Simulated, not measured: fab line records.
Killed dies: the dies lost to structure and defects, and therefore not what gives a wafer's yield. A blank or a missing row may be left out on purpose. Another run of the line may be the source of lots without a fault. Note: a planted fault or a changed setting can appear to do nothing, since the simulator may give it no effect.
Struck lot and sound lot, side by side :: flow sky130 :: 15 out of 708 route steps
Sound: these wafers, L462.2, L462.3, L462.6. Wafers struck: L454.2, L454.3, L454.4. Last of all comes the cause.
Order at every step that has rows: each side's tool, ch and its chambers, its first start. Under that, the readings that differ: sound wafers :: struck wafers :: difference of the means :: sigmas: that difference in standard deviations of wafers without a fault.
alike: readings whose means differ by less than 2 such deviations, and words and numbers that are the same on both sides. not compared: withheld readings, readings that some wafer has no value for, bounds like >300 that may hide the same value, and numbers for which the record gives no deviation and whose values overlap.
The two part at a step that has a row with sigmas, a row that says differs or no value, or rows on one side only. Numbers that don't overlap but have no deviation are shown without sigmas and don't part them. A reading that every wafer of one side lacks parts them only if that side has two wafers or more.

SKY_LOCAL_INTERCONNECT_CD_MEAS_11: the cd target is 170 nm.
  sound on cd sem-01, day 36 00:26; struck on cd sem-02, day 33 05:29
reading: cd nm (nm)
sound: 167.3 167.4 166.2
struck: 169.9 170.0 170.3
difference: +3.1
sigmas: +2
SKY_LOCAL_INTERCONNECT_OVL_MEAS_12:
  sound on overlay-02, day 36 00:33; struck on overlay-01, day 33 05:35
  alike: LOCAL_INTERCONNECT_OVL
SKY_LOCAL_INTERCONNECT_ETCH_13: etches BARC in N2/H2, stops on SiO2, time 45.9 s, target depth 60 nm.
  sound on rie metal-04 ch 0, day 36 00:36; struck on rie metal-04 ch 0,1, day 33 05:37
  alike: bias w, drypump motor current A, oes product au, throttle valve pct
  not compared: rf hours counter h
SKY_LOCAL_INTERCONNECT_METAL_ETCH_14: etches TiN in Cl2/BCl3, stops on PSG, target depth 110 nm, time 31.4 s.
  sound on rie metal-04 ch 0, day 36 00:43; struck on rie metal-04 ch 0,1, day 33 05:41
  alike: bias w, drypump motor current A, oes product au, throttle valve pct
  not compared: rf hours counter h
SKY_LOCAL_INTERCONNECT_STRIP_15: strips in O2/N2.
  sound on plasma asher-02 ch 0,1, day 36 00:49; struck on plasma asher-04 ch 0,1, day 33 05:44
  alike: drypump motor current A, oes product au, strip time to endpoint s
  not compared: rf hours counter h
then, 3 steps without rows for these wafers: SKY_LOCAL_INTERCONNECT_STRIP_16 (strips in post etch residue remover, time 1200 s); SKY_LOCAL_INTERCONNECT_CLEAN_17 (cleans in IPA, time 180 s); SKY_LOCAL_INTERCONNECT_CLEAN_18 (cleans in O3/DIW).
SKY_CONTACT_CVD_00: deposits Si3N4, target thk 75 nm.
  sound on pecvd-03 ch 0,1, day 36 01:26; struck on pecvd-04 ch 1,2, day 33 06:22
  alike: heater power w
SKY_CONTACT_THK_MEAS_01:
  sound on film metro-04, day 36 01:28; struck on film metro-04, day 33 06:25
  alike: CONTACT_CVD_00_THK
then, 1 step without rows for these wafers: SKY_CONTACT_HDPCVD_02 (deposits SiO2, target thk 565 nm, time 94.2 s).
SKY_CONTACT_THK_MEAS_03:
  sound on film metro-03, day 36 01:36; struck on film metro-04, day 33 06:32
  alike: CONTACT_HDPCVD_THK
SKY_CONTACT_CMP_04: polishes SiO2.
  sound on cmp-01 ch 0,1, day 36 01:39; struck on cmp-02 ch 1,2,3, day 33 06:35
reading: head pressure psi (psi)
sound: 3.995 4.003 4.003
struck: 1.750 1.747 1.753
difference: -2.250
sigmas: -99 or more

reading: motor current A (A)
sound: 12.3 11.7 11.4
struck: 6.7 7.4 6.6
difference: -4.9
sigmas: -7

reading: time to endpoint s (s)
sound: 87 84 89
struck: 108 110 110
difference: +23
sigmas: +6

reading: model.SiO2_of_CONTACT_HDPCVD_02.thk nm (nm)
sound: 339.8 338.8 341.1
struck: 436 436.3 438.1
difference: +97
sigmas: 
SKY_CONTACT_BOW_MEAS_05:
  sound on film metro-04, day 36 01:58; struck on film metro-03, day 33 07:11
reading: CONTACT_BOW (um)
sound: 88 85 86
struck: - - -
difference: no value on the struck wafers
sigmas: 
  not compared: hold
following that, these wafers have no rows for 1 step: SKY_PAD_OPEN_PROBE_99.

## WHERE THEY PART
First at SKY_LOCAL_INTERCONNECT_CD_MEAS_11; last, within this record, at SKY_CONTACT_BOW_MEAS_05.

WHY: the cause the simulator had injected
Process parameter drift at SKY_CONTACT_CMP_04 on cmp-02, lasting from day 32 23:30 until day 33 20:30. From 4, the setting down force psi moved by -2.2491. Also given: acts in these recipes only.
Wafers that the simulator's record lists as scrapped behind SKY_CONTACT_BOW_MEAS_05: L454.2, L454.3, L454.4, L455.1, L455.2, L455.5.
